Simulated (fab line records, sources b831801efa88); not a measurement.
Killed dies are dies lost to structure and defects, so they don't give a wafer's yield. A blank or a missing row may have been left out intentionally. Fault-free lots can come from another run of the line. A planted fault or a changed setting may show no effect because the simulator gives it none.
A struck lot beside a sound one + flow sky130 + 43 out of 708 route steps
Sound: these wafers, L520.1, L520.2, L520.6. Struck: wafers L533.1, L533.5. (L533.2 of the same lot was not struck and is left out.) The cause comes at the end.
Each step with rows lists, per side, the tool, then ch with its chambers, then its first start. Under that, the readings that differ: sound wafers + struck wafers + difference of the means + sigmas: that difference in standard deviations of wafers without a fault.
alike: words and numbers the same on both sides, and readings whose means are apart by under 2 such deviations; not compared: readings that were withheld, readings missing a value for some wafer, numbers with overlapping values and no deviation given by the record, and bounds like >300 which may hide the same value.
A row with sigmas, a row that says differs or no value, or rows on one side alone: a step with any of these is where the two part. Numbers that don't overlap but have no deviation are shown without sigmas and don't part them. A reading missing from all wafers of one side parts the sides only when that side holds two or more wafers.

first, 1 step without rows for these wafers: SKY_VT_ADJUST_LVTN_IMPLANT_08.
SKY_VT_ADJUST_LVTN_STRIP_09: strips in O2/N2.
  sound on plasma-asher-03 ch 0,1, day 8 15:52; struck on plasma-asher-02 ch 0, day 12 02:54
  alike: drypump-motor-current-A, oes-product-au, strip-time-to-endpoint-s
  not compared: rf-hours-counter-h
SKY_VT_ADJUST_LVTN_TW_MEAS_10:
  sound: film-metro-01 at day 8 15:58; struck: film-metro-04 at day 12 03:00
| reading           | sound             | struck      | difference | sigmas |
|-------------------|-------------------|-------------|------------|--------|
| VT_ADJUST_LVTN_TW | 239.0 239.3 239.8 | 243.8 242.5 | +3.8       | +2     |
then, 7 steps without rows for these wafers: SKY_VT_ADJUST_LVTN_DEHYDRATE_11 (time 60 s); SKY_VT_ADJUST_LVTN_HMDS_12 (prime time 60 s); SKY_VT_ADJUST_LVTN_COAT_13 (resist thk 1140 nm); SKY_VT_ADJUST_LVTN_SOFTBAKE_14 (time 60 s); SKY_VT_ADJUST_LVTN_EXPOSE_15 (exposes mask HVN STD DERIVED, target cd 600 nm); SKY_VT_ADJUST_LVTN_PEB_16; SKY_VT_ADJUST_LVTN_DEVELOP_17 (develop time 60 s).
SKY_VT_ADJUST_LVTN_OVL_MEAS_18:
  sound: overlay-01 at day 9 13:30; struck: overlay-02 at day 13 02:10
  alike: VT_ADJUST_LVTN_01_OVL
then, 1 step without rows for these wafers: SKY_VT_ADJUST_LVTN_IMPLANT_19.
SKY_VT_ADJUST_LVTN_STRIP_20: strips in O2/N2.
  sound on plasma-asher-03 ch 0,1, day 9 13:41; struck on plasma-asher-01 ch 0, day 13 02:21
  alike: drypump-motor-current-A, oes-product-au, strip-time-to-endpoint-s
  not compared: rf-hours-counter-h
SKY_VT_ADJUST_LVTN_TW_MEAS_21:
  sound: film-metro-02 at day 9 13:47; struck: film-metro-01 at day 13 02:27
  alike: VT_ADJUST_LVTN_2_TW
then, 7 steps without rows for these wafers: SKY_VT_ADJUST_NCORE_DEHYDRATE_00 (time 60 s); SKY_VT_ADJUST_NCORE_HMDS_01 (prime time 60 s); SKY_VT_ADJUST_NCORE_COAT_02 (resist thk 1140 nm); SKY_VT_ADJUST_NCORE_SOFTBAKE_03 (time 58.28 s); SKY_VT_ADJUST_NCORE_EXPOSE_04 (exposes mask LVTN COMPLEMENT THIN, target cd 380 nm); SKY_VT_ADJUST_NCORE_PEB_05; SKY_VT_ADJUST_NCORE_DEVELOP_06 (develop time 60 s).
SKY_VT_ADJUST_NCORE_CD_MEAS_07 targets a cd of 380 nm.
  sound: cd-sem-01 at day 10 11:47; struck: cd-sem-02 at day 14 04:19
  alike: cd-nm
SKY_VT_ADJUST_NCORE_OVL_MEAS_08:
  sound: overlay-01 at day 10 11:55; struck: overlay-01 at day 14 04:26
  alike: VT_ADJUST_NCORE_OVL
then, 1 step without rows for these wafers: SKY_VT_ADJUST_NCORE_IMPLANT_09.
SKY_VT_ADJUST_NCORE_STRIP_10: strips in O2/N2.
  sound on plasma-asher-03 ch 0,1, day 10 12:05; struck on plasma-asher-04 ch 0,1, day 14 04:37
| reading                      | sound             | struck      | difference | sigmas |
|------------------------------|-------------------|-------------|------------|--------|
| strip-time-to-endpoint-s (s) | 14.22 14.20 14.25 | 14.08 14.14 | -0.11      | -3     |
  alike: drypump-motor-current-A, oes-product-au
  not compared: rf-hours-counter-h
SKY_VT_ADJUST_NCORE_TW_MEAS_11:
  sound: film-metro-03 at day 10 12:11; struck: film-metro-04 at day 14 04:43
  alike: VT_ADJUST_NCORE_TW
then, 7 steps without rows for these wafers: SKY_VT_ADJUST_HVTR_DEHYDRATE_00 (time 60 s); SKY_VT_ADJUST_HVTR_HMDS_01 (prime time 60 s); SKY_VT_ADJUST_HVTR_COAT_02 (resist thk 1140 nm); SKY_VT_ADJUST_HVTR_SOFTBAKE_03 (time 60 s); SKY_VT_ADJUST_HVTR_EXPOSE_04 (exposes mask HVTRM, target cd 380 nm); SKY_VT_ADJUST_HVTR_PEB_05; SKY_VT_ADJUST_HVTR_DEVELOP_06 (develop time 60 s).
SKY_VT_ADJUST_HVTR_CD_MEAS_07 targets a cd of 380 nm.
  sound: cd-sem-01 at day 11 11:43; struck: cd-sem-01 at day 15 07:22
  alike: cd-nm
SKY_VT_ADJUST_HVTR_OVL_MEAS_08:
  sound: overlay-01 at day 11 11:50; struck: overlay-01 at day 15 07:29
  alike: VT_ADJUST_HVTR_OVL
then, 1 step without rows for these wafers: SKY_VT_ADJUST_HVTR_IMPLANT_09.
SKY_VT_ADJUST_HVTR_STRIP_10: strips in O2/N2.
  sound on plasma-asher-04 ch 0,1, day 11 12:01; struck on plasma-asher-04 ch 0,1, day 15 07:40
  alike: drypump-motor-current-A, oes-product-au, strip-time-to-endpoint-s
  not compared: rf-hours-counter-h
SKY_VT_ADJUST_HVTR_TW_MEAS_11:
  sound: film-metro-04 at day 11 12:07; struck: film-metro-04 at day 15 07:46
  alike: VT_ADJUST_HVTR_TW
then, 4 steps without rows for these wafers: SKY_VT_ADJUST_PCH_DEHYDRATE_00 (time 60 s); SKY_VT_ADJUST_PCH_HMDS_01 (prime time 60 s); SKY_VT_ADJUST_PCH_COAT_02 (resist thk 3000 nm); SKY_VT_ADJUST_PCH_SOFTBAKE_03.
-- the record jumps here: 35 days lie between the struck wafers' starts before and after (it left off in module VT_ADJUST_PCH and takes up again in module PAD_OPEN, whose first step shown is number 708 of the route) --
SKY_PAD_OPEN_PROBE_99:
  sound: prober-01 at day 48 00:39; struck: prober-01 at day 50 17:31
| reading             | sound     | struck  | difference | sigmas |
|---------------------|-----------|---------|------------|--------|
| killed-at-front-end | 10 12 21  | 52 48   | +36        | +7     |
| killed-dies         | 67 75 108 | 124 104 | +31        | +3     |
  alike: killed_at_M0_to_M3, killed_at_M4_up, killed-at-contacts, killed-at-other, killed-on-rim, killed-open, killed-short

WHERE THEY PART
Last at SKY_PAD_OPEN_PROBE_99 as far as this record goes, first at SKY_VT_ADJUST_LVTN_TW_MEAS_10.

WHY: the cause the simulator had injected
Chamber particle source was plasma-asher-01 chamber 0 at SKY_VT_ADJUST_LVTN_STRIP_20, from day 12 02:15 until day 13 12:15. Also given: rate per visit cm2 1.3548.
